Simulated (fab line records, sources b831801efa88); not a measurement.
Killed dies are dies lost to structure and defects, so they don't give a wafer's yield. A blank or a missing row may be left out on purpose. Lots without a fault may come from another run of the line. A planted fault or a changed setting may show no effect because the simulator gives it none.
Chamber matching | flow sfq_line | SFQ_TRILAYER_I7_CMP_CMP_184 on cmp-02: 4 sister chambers
The step polishes SiO2. 8 wafers are shown with their chamber, then 10 later ones without.

WAFERS WITH THEIR CHAMBER
wafer  | chamber | motor_current_A (A) | time_to_endpoint_s (s)
L904.5 | 0       | 11.4                | 215
L907.2 | 1       | 8.8                 | 211
L911.2 | 1       | 9.1                 | 222
L912.1 | 3       | 10.0                | 208
L912.3 | 2       | 9.6                 | 220
L912.4 | 0       | 10.5                | 216
L918.3 | 3       | 10.5                | 210
L918.2 | 2       | 10.0                | 212

WAFERS WITHOUT THEIR CHAMBER
wafer  | motor_current_A (A) | time_to_endpoint_s (s)
L918.5 | 10.5                | 223
L919.2 | 9.1                 | 216
L919.4 | 11.1                | 216
L919.5 | 9.0                 | 225
L920.2 | 9.8                 | 211
L920.1 | 10.1                | 221
L920.3 | 8.9                 | 216
L921.1 | 8.7                 | 218
L921.4 | 9.6                 | 228
L921.5 | 9.3                 | 223

WHICH CHAMBER EACH WENT THROUGH
wafer  | from the rows above               | in truth
L918.5 | can't be placed: 0 or 2 or 3      | 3
L919.2 | can't be placed: 1 or 2           | 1
L919.4 | 0                                 | 0
L919.5 | can't be placed: 1 or 2           | 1
L920.2 | can't be placed: 2 or 3 or 1 or 0 | 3
L920.1 | can't be placed: 2 or 0 or 3 or 1 | 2
L920.3 | 1                                 | 1
L921.1 | 1                                 | 1
L921.4 | can't be placed: 2 or 1 or 0 or 3 | 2
L921.5 | can't be placed: 1 or 2           | 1
Placed correctly: 3 of 10. Can't be placed from these rows: 7 (the true chamber is among the candidates in 7). Placed wrongly: 0.
How it was worked out, from the rows above alone: a wafer's distance from a chamber is the root of the sum, over the readings, of the square of ((its reading less the chamber's mean) divided by the reading's scatter). The wafer belongs to the nearest chamber; if the next one is less than 2 further off, it can't be placed. A chamber's mean is the mean of its shown wafers. The scatter: the root of (the sum of the squares of (reading less its chamber's mean) over the shown wafers, divided by (wafers less chambers)).
